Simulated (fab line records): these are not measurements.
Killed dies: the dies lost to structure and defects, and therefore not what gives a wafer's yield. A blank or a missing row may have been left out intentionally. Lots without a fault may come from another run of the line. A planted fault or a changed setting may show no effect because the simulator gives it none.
Struck lot and sound lot, side by side    flow sky130    15 steps out of a route of 708
Sound: these wafers, L557.2, L557.3, L557.5. Struck: wafer L571.6 (L571.2, L571.5, from the same lot, were not struck and are left out); the cause is given at the end.
Each step with rows lists, per side, the tool, then ch with its chambers, then its first start. Under that, the readings that differ: sound wafers    struck wafers    difference of the means    sigmas: that difference in standard deviations of wafers without a fault.
alike: readings whose means differ by less than 2 such deviations, and words and numbers that are the same on both sides. not compared: withheld readings, readings that some wafer has no value for, bounds like >300 that may hide the same value, and numbers for which the record gives no deviation and whose values overlap.
Wherever a step has rows on one side only, a row that says differs or no value, or a row with sigmas, the two part there. Numbers that have no deviation but don't overlap get no sigmas and don't part them. Lack of a reading on every wafer of one side parts them only where that side has two or more wafers.

first, 3 steps without rows for these wafers: SKY_VIA3_STRIP_17 (strips in post etch residue remover, time 1200 s); SKY_VIA3_CLEAN_18 (cleans in IPA, time 180 s); SKY_VIA3_CLEAN_19 (cleans in O3/DIW).
SKY_VIA3_SPUTTER_20: material TiN, target thk 20 nm, time 80 s.
  struck on pvd_sputter-04, day 44 19:35; sound on pvd_sputter-04, day 40 19:20
  alike: cathode_dc_power_W, throttle_valve_pct
then, 1 step without rows for these wafers: SKY_VIA3_CVD_21 (deposits W, target thk 390 nm, time 117.31 s).
SKY_VIA3_RS_MEAS_22: uses a four-point probe to measure.
  struck on film_metro-04, day 44 19:55; sound on film_metro-03, day 40 19:40
  alike: VIA3_W_RS
SKY_VIA3_THK_MEAS_23: measures by xrf.
  struck on film_metro-04, day 44 20:01; sound on film_metro-03, day 40 19:46
  alike: VIA3_W_THK
SKY_VIA3_CMP_24: polishes, stops on SiO2, t overpolish 20 s, target thk 0 nm.
  sound on cmp-01 ch 0,1, day 40 19:52; struck on cmp-01 ch 3, day 44 20:31
reading               sound                 struck  difference  sigmas
overpolish_run_s (s)  19.980 20.001 19.999  20.015  +0.022      +2
  alike: motor_current_A, time_to_endpoint_s
then, 1 step without rows for these wafers: SKY_METAL4_SPUTTER_00 (material Ti, target thk 15 nm, time 10 s).
SKY_METAL4_SPUTTER_01: material TiN, target thk 20 nm, time 16.7 s.
  struck on pvd_sputter-02, day 44 20:41; sound on pvd_sputter-02, day 40 20:08
reading                 sound                 struck  difference  sigmas
cathode_dc_power_W (W)  6498.6 6499.6 6501.2  6502.5  +2.7        +2
  alike: throttle_valve_pct
then, 1 step without rows for these wafers: SKY_METAL4_SPUTTER_02 (material AlCu, target thk 735 nm, time 39.1 s).
SKY_METAL4_SPUTTER_03: material Ti, target thk 5 nm, time 3.3 s.
  struck on pvd_sputter-02, day 44 20:45; sound on pvd_sputter-02, day 40 20:12
  alike: cathode_dc_power_W, throttle_valve_pct
SKY_METAL4_SPUTTER_04: material TiN, target thk 70 nm, time 58.3 s.
  struck on pvd_sputter-02, day 44 20:46; sound on pvd_sputter-02, day 40 20:13
reading                                     sound                 struck  difference  sigmas
cathode_dc_power_W (W)                      6501.6 6501.2 6501.5  7371.3  +869.9      +99 or more
model.TiN_of_METAL4_SPUTTER_04.thk_nm (nm)  68.14 69.34 69.47     80.27   +11.29      
  alike: throttle_valve_pct
SKY_CAP2M_CVD_00: deposits SiO2, target thk 15.5 nm.
  sound on pecvd-02 ch 0,1,2, day 40 20:16; struck on pecvd-03 ch 1, day 44 20:49
  alike: heater_power_w
-- the record jumps here: 5 days lie between the struck wafers' starts before and after (it left off in module CAP2M and takes up again in module PAD_OPEN, whose first step shown is number 708 of the route) --
SKY_PAD_OPEN_PROBE_99:
  struck on prober-01, day 50 00:46; sound on prober-01, day 46 16:55
reading                sound        struck  difference  sigmas
sort_bin_6_memory (%)  6.1 8.3 5.5  4.5     -2.1        -2
  alike: defect_limited_yield, killed_at_M0_to_M3, killed_at_M4_up, killed_at_contacts, killed_at_front_end, killed_at_other, killed_dies, killed_on_rim, killed_open, killed_short, sort_bin_3_pad_short, sort_bin_5_function, sort_n_pass, sort_yield_pct

## WHERE THEY PART
First at SKY_VIA3_CMP_24; last, within this record, at SKY_PAD_OPEN_PROBE_99.

WHY: what had been put in by the simulator
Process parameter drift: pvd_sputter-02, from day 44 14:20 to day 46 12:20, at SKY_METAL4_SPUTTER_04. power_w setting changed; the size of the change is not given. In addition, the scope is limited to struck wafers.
